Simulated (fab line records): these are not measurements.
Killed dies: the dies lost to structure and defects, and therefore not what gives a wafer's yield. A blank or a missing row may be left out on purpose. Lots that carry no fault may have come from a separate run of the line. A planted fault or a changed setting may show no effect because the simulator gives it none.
Chamber matching -- flow sky130 -- SKY_CAPM_CVD_00 on pecvd-04 has 3 sister chambers
The step deposits SiO2, target thk 15.5 nm. 3 wafers are shown with their chamber, then 10 later ones without.

## WAFERS, EACH WITH ITS CHAMBER
wafer,chamber,heater_power_w (W)
L085.1,2,1147
L088.2,0,769
L088.4,1,762

## WAFERS WITHOUT THEIR CHAMBER
wafer,heater_power_w (W)
L088.6,742
L092.4,707
L092.5,809
L092.6,725
L094.3,1026
L094.5,706
L094.6,763
L095.1,700
L095.4,765
L095.5,1019

## CHAMBER TAKEN BY EACH
wafer,from the rows above,in truth
L088.6,can't be placed: 1 or 0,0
L092.4,can't be placed: 1 or 0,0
L092.5,can't be placed: 0 or 1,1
L092.6,can't be placed: 1 or 0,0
L094.3,2,2
L094.5,can't be placed: 1 or 0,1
L094.6,can't be placed: 1 or 0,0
L095.1,can't be placed: 1 or 0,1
L095.4,can't be placed: 1 or 0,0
L095.5,can't be placed: 2 or 0 or 1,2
Correct placement for 1 of the 10. Not placeable from these rows: 9 (in 9, the candidates include the true chamber). Number placed wrongly: 0.
How it was worked out, from the rows above alone: a wafer's distance from a chamber is the root of the sum, over the readings, of the square of ((its reading less the chamber's mean) divided by the reading's scatter). The wafer belongs to the nearest chamber; if the next one is less than 2 further off, it can't be placed. For every chamber, the mean is computed from those of its wafers that are shown. The scatter: root of mean squared gap, hidden wafer to nearest shown wafer, with one shown wafer a chamber.
